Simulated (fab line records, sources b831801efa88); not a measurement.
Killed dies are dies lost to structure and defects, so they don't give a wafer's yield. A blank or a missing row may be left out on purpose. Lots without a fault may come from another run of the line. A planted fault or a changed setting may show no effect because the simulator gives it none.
fab line records | flow sky130
record lots=7 wafers=21 last_day=50
route steps=708 shown METAL3@534 CAPM@537
lots that met no fault: from a run of the same line without faults
start_h: hours from the record's first day to the start of the lot's first wafer shown | wait_h: hours since the lot's step before | " the same as in the row above | L1.1+2: a row that stands for several wafers | - no value, or no start given | * or withheld: withheld | < > ~ a bound
route shown NAME@n: a module of which the file shows steps, and the number in the route of the first | usual: mean/standard deviation of fault-free wafers | same: alike in all rows | chamber/n: place in a boat | sites: the reading at each site | _std_site: their standard deviation | _edge_site: outer sites' mean less inner sites' | radius_mm: how far each site lies from the wafer's centre | mask NAME#n: copy n | behind: the tool/chamber that last shaped the wafer | hold: why the lot was held/for how many hours/how that ended | device: the transistor (n, p or np) that didn't switch | end of line: the same wafers' tests at the end of the route | a step without rows: its recipe alone | killed: dies lost to structure and defects at the first sort, not the wafer's yield | map: a wafer's dies, x killed, . not, _ none there
set.NAME: the setting as run; set.NAME@STEP: as run at that earlier step | model.NAME: the simulator's own value behind a step, which no gauge read
lots at some steps of the route; a table a step, a row a wafer
services: from which hour (start_h, from the record's first day; less than 0 if before it) a tool's chamber was out of use, for how many hours, and why
## steps
# step SKY_METAL3_SPUTTER_02
# recipe material=AlCu target_thk_nm=735 power_w=10600 time_s=39.1 chamber_pressure_pa=0.4
# usual throttle_valve_pct=29.9/0.85
# columns lot.wafer tool chamber start_h wait_h throttle_valve_pct
L966.2 pvd_sputter-01 - 857.88 0.0 29.1
L966.3 " - " " 28.8
L966.5 " - " " 28.9
L975.2 pvd_sputter-04 - 933.93 0.0 32.0
L975.4 " - " " 32.0
L975.5 " - " " 32.3
L978.1 pvd_sputter-01 - 957.51 0.0 29.6
L978.2 " - " " 28.7
L978.4 " - " " 30.4
L979.2 pvd_sputter-02 - 959.07 0.0 30.4
L979.3 " - " " 30.6
L979.4 " - " " 29.5
L980.3 pvd_sputter-02 - 965.58 0.0 29.6
L980.5 " - " " 29.9
L980.6 " - " " 30.4
L981.1 pvd_sputter-01 - 975.04 0.0 29.0
L981.4 " - " " 30.4
L981.6 " - " " 29.8
L988.1 pvd_sputter-02 - 1009.23 0.0 29.5
L988.4 " - " " 30.6
L988.6 " - " " 29.4
# step SKY_METAL3_SPUTTER_03
# recipe material=Ti target_thk_nm=5 power_w=3000 time_s=3.3 chamber_pressure_pa=0.4
# usual throttle_valve_pct=29.8/0.83
# columns lot.wafer tool chamber start_h wait_h throttle_valve_pct
L966.2 pvd_sputter-01 - 857.92 0.0 29.2
L966.3 " - " " 28.8
L966.5 " - " " 28.9
L975.2 pvd_sputter-04 - 933.97 0.0 31.5
L975.4 " - " " 31.9
L975.5 " - " " 32.1
L978.1 pvd_sputter-01 - 957.55 0.0 29.6
L978.2 " - " " 28.7
L978.4 " - " " 30.4
L979.2 pvd_sputter-02 - 959.11 0.0 30.2
L979.3 " - " " 30.1
L979.4 " - " " 29.5
L980.3 pvd_sputter-02 - 965.62 0.0 29.8
L980.5 " - " " 29.9
L980.6 " - " " 30.1
L981.1 pvd_sputter-01 - 975.08 0.0 28.5
L981.4 " - " " 30.4
L981.6 " - " " 29.5
L988.1 pvd_sputter-02 - 1009.27 0.0 29.7
L988.4 " - " " 30.5
L988.6 " - " " 29.5
# step SKY_METAL3_SPUTTER_04
# recipe material=TiN target_thk_nm=70 power_w=6500 time_s=58.3 chamber_pressure_pa=0.4
# usual throttle_valve_pct=29.8/0.83
# columns lot.wafer tool chamber start_h wait_h throttle_valve_pct
L966.2 pvd_sputter-01 - 857.93 0.0 29.0
L966.3 " - " " 28.5
L966.5 " - " " 29.2
L975.2 pvd_sputter-04 - 933.99 0.0 31.6
L975.4 " - " " 32.1
L975.5 " - " " 32.1
L978.1 pvd_sputter-01 - 957.57 0.0 29.6
L978.2 " - " " 28.6
L978.4 " - " " 30.1
L979.2 pvd_sputter-02 - 959.13 0.0 30.4
L979.3 " - " " 30.2
L979.4 " - " " 29.7
L980.3 pvd_sputter-02 - 965.64 0.0 29.5
L980.5 " - " " 29.6
L980.6 " - " " 30.4
L981.1 pvd_sputter-01 - 975.09 0.0 29.2
L981.4 " - " " 30.3
L981.6 " - " " 29.6
L988.1 pvd_sputter-02 - 1009.29 0.0 29.7
L988.4 " - " " 30.4
L988.6 " - " " 30.0
# step SKY_CAPM_CVD_00
# recipe material=SiO2 target_thk_nm=15.5 temp_c=400 time_s=withheld rf_w=450
# usual heater_power_w=748/68
# columns lot.wafer tool chamber start_h wait_h heater_power_w
L966.2 pecvd-03 0 857.98 0.0 790
L966.3 " 2 " " 634
L966.5 " 0 " " 777
L975.2 pecvd-02 1 934.03 0.0 768
L975.4 " 1 " " 754
L975.5 " 2 " " 714
L978.1 pecvd-02 0 957.61 0.0 684
L978.2 " 1 " " 698
L978.4 " 1 " " 680
L979.2 pecvd-03 1 959.18 0.0 594
L979.3 " 0 " " 722
L979.4 " 0 " " 723
L980.3 pecvd-02 1 965.69 0.0 758
L980.5 " 2 " " 664
L980.6 " 0 " " 606
L981.1 pecvd-02 2 975.14 0.0 680
L981.4 " 1 " " 826
L981.6 " 2 " " 686
L988.1 pecvd-04 2 1009.34 0.0 777
L988.4 " 0 " " 841
L988.6 " 0 " " 855
# step SKY_CAPM_THK_MEAS_01
# recipe reads=SiO2_of_CAPM_CVD_00
# usual CAPM_CVD_00_THK=15.50/0.21
# columns lot.wafer tool chamber start_h wait_h CAPM_CVD_00_THK[nm]
L966.2 film_metro-03 - 858.02 - 15.34
L966.3 " - " " 15.17
L966.5 " - " " 15.53
L975.2 film_metro-04 - 934.07 - 15.30
L975.4 " - " " 15.44
L975.5 " - " " 15.66
L978.1 film_metro-01 - 957.64 - 15.71
L978.2 " - " " 15.71
L978.4 " - " " 15.66
L979.2 film_metro-04 - 959.21 - 15.40
L979.3 " - " " 15.37
L979.4 " - " " 15.77
L980.3 film_metro-01 - 965.73 - 15.62
L980.5 " - " " 15.82
L980.6 " - " " 15.85
L981.1 film_metro-01 - 975.17 - 15.08
L981.4 " - " " 15.39
L981.6 " - " " 15.45
L988.1 film_metro-04 - 1009.37 - 15.07
L988.4 " - " " 15.15
L988.6 " - " " 15.22
# step SKY_CAPM_SPUTTER_02
# recipe material=TiN target_thk_nm=200 temp_c=300 power_w=6500 time_s=166.7 chamber_pressure_pa=0.4
# usual throttle_valve_pct=29.6/0.67
# columns lot.wafer tool chamber start_h wait_h throttle_valve_pct
L966.2 pvd_sputter-03 - 858.07 0.0 28.9
L966.3 " - " " 29.1
L966.5 " - " " 29.9
L975.2 pvd_sputter-02 - 934.12 0.0 29.6
L975.4 " - " " 30.4
L975.5 " - " " 29.9
L978.1 pvd_sputter-02 - 957.70 0.1 29.5
L978.2 " - " " 30.2
L978.4 " - " " 30.0
L979.2 pvd_sputter-03 - 959.26 0.0 30.6
L979.3 " - " " 29.9
L979.4 " - " " 30.3
L980.3 pvd_sputter-03 - 965.77 0.0 28.7
L980.5 " - " " 30.0
L980.6 " - " " 28.7
L981.1 pvd_sputter-03 - 975.23 0.1 28.7
L981.4 " - " " 29.9
L981.6 " - " " 30.4
L988.1 pvd_sputter-03 - 1009.43 0.1 30.4
L988.4 " - " " 29.2
L988.6 " - " " 30.1
# step SKY_CAPM_RS_MEAS_03
# recipe thk_meas_gauge=four-point-probe reads=TiN_of_CAPM_SPUTTER_02
# usual CAPM_TIN_RS=6.91/0.063
# columns lot.wafer tool chamber start_h wait_h CAPM_TIN_RS[ohm/sq]
L966.2 film_metro-04 - 858.19 0.1 6.96
L966.3 " - " " 7.01
L966.5 " - " " 6.94
L975.2 film_metro-01 - 934.25 0.1 6.82
L975.4 " - " " 6.82
L975.5 " - " " 6.78
L978.1 film_metro-01 - 957.81 0.1 6.88
L978.2 " - " " 6.87
L978.4 " - " " 6.88
L979.2 film_metro-01 - 959.39 0.1 6.78
L979.3 " - " " 6.80
L979.4 " - " " 6.80
L980.3 film_metro-04 - 965.92 0.1 6.99
L980.5 " - " " 7.06
L980.6 " - " " 6.93
L981.1 film_metro-01 - 975.33 0.1 6.98
L981.4 " - " " 7.02
L981.6 " - " " 7.01
L988.1 film_metro-01 - 1009.55 0.1 6.89
L988.4 " - " " 6.91
L988.6 " - " " 6.99
# step SKY_CAPM_THK_MEAS_04
# recipe thk_meas_gauge=xrf reads=TiN_of_CAPM_SPUTTER_02
# usual CAPM_TIN_THK=200.0/1.7
# columns lot.wafer tool chamber start_h wait_h CAPM_TIN_THK[nm]
L966.2 film_metro-04 - 858.30 0.1 200.1
L966.3 " - " " 198.6
L966.5 " - " " 201.0
L975.2 film_metro-01 - 934.36 0.1 200.9
L975.4 " - " " 201.2
L975.5 " - " " 202.3
L978.1 film_metro-01 - 957.93 0.1 200.0
L978.2 " - " " 201.3
L978.4 " - " " 201.0
L979.2 film_metro-01 - 959.50 0.1 202.6
L979.3 " - " " 202.6
L979.4 " - " " 202.5
L980.3 film_metro-04 - 966.02 0.1 197.9
L980.5 " - " " 195.7
L980.6 " - " " 198.5
L981.1 film_metro-01 - 975.45 0.1 198.1
L981.4 " - " " 196.6
L981.6 " - " " 197.4
L988.1 film_metro-01 - 1009.67 0.1 200.4
L988.4 " - " " 201.6
L988.6 " - " " 198.6
# step SKY_CAPM_DEHYDRATE_05
# recipe temp_c=200 time_s=60
# step SKY_CAPM_HMDS_06
# recipe prime_time_s=60 prime_temp_c=120
# step SKY_CAPM_COAT_07
# recipe resist=NOVOLAK spin_rpm=3000 resist_thk_nm=1140
# step SKY_CAPM_SOFTBAKE_08
# recipe temp_c=90 time_s=60 resist=NOVOLAK
# step SKY_CAPM_EXPOSE_09
# recipe mask_id=CAPM na=0.6 source_shape=conventional sigma_outer=0.6 polarization=unpolarized target_cd_nm=1000 dose_mj=159
# usual exposure_dose_mJ_cm2=159.01/0.16 focus_offset_nm=0.0/0.52
# columns lot.wafer tool chamber start_h wait_h mask exposure_dose_mJ_cm2 focus_offset_nm
L966.2 iline_stepper-02 0 872.20 - CAPM#0 158.83 -0.8
L966.3 " 0 " " CAPM#0 158.85 0.0
L966.5 " 0 " " CAPM#0 159.00 -0.1
L975.2 iline_stepper-02 0 947.28 - CAPM#0 158.89 0.2
L975.4 " 0 " " CAPM#0 158.80 -0.8
L975.5 " 0 " " CAPM#0 158.90 0.3
L978.1 iline_stepper-01 - 969.66 - CAPM#0 - -
L978.2 " - " " CAPM#0 - -
L978.4 " - " " CAPM#0 - -
L979.2 iline_stepper-02 - 971.95 - CAPM#0 - -
L979.3 " - " " CAPM#0 - -
L979.4 " - " " CAPM#0 - -
L980.3 iline_stepper-02 - 978.95 - CAPM#0 - -
L980.5 " - " " CAPM#0 - -
L980.6 " - " " CAPM#0 - -
L981.1 iline_stepper-01 0 987.08 - CAPM#0 158.76 1.0
L981.4 " 0 " " CAPM#0 159.07 1.6
L981.6 " 0 " " CAPM#0 158.79 1.1
L988.1 iline_stepper-01 0 1021.51 - CAPM#0 159.04 -0.4
L988.4 " 0 " " CAPM#0 158.98 0.3
L988.6 " 0 " " CAPM#0 159.22 -0.7
# step SKY_CAPM_PEB_10
# recipe temp_c=withheld time_s=* resist=NOVOLAK
## services
# columns tool chamber start_h hours kind
pvd_sputter-02 - 844.33 19.4 repair
pvd_sputter-04 - 845.46 28.6 repair
pecvd-02 - 846.60 1.1 repair
pvd_sputter-01 - 850.76 3.4 repair
pvd_sputter-04 - 851.05 4.3 repair
pvd_sputter-03 - 853.92 0.7 repair
pvd_sputter-02 - 854.44 0.8 repair
pecvd-02 - 859.37 1.7 repair
pecvd-03 0 897.37 27.5 repair
iline_stepper-02 - 898.32 1.7 pm
iline_stepper-01 - 905.62 1.9 repair
pvd_sputter-03 - 905.86 16.3 repair
iline_stepper-01 - 912.57 1.7 pm
pecvd-02 1 917.22 4.2 repair
pvd_sputter-03 - 923.71 4.6 repair
pvd_sputter-03 - 944.22 2.4 repair
pvd_sputter-04 - 945.47 49.1 repair
iline_stepper-01 - 951.61 4.4 repair
pvd_sputter-04 - 965.70 6.0 repair
iline_stepper-01 - 977.72 6.7 repair
pvd_sputter-01 - 983.36 9.2 repair
pecvd-02 - 990.88 1.1 repair
pecvd-02 0 996.59 12.7 repair
pvd_sputter-03 - 1018.01 11.2 repair
## key
first_sign step=SKY_CAPM_EXPOSE_09 reading=tool_record direction=missing
effect none on later readings
met_at SKY_CAPM_EXPOSE_09
struck_wafers L978.1,L978.2,L978.4,L979.2,L979.3,L979.4,L980.3,L980.5,L980.6
later_rows_left_out L978.1,L978.2,L978.4,L979.2,L979.3,L979.4,L980.3,L980.5,L980.6
sort_left_out L978.1,L978.2,L978.4,L979.2,L979.3,L979.4,L980.3,L980.5,L980.6
onset_between 947.28 969.66
fault kind=skipped_step_whole tool=iline_stepper-01,iline_stepper-02 chamber=- onset_h=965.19 steps=SKY_CAPM_EXPOSE_09 scope=struck_lots_only
# sort_left_out: the simulated sort isn't trusted on such a fault, so these wafers' sort isn't shown, and their yield isn't known
# later_rows_left_out: the simulator's readings of these wafers behind a module that went badly wrong aren't trusted and aren't shown, but for the sort
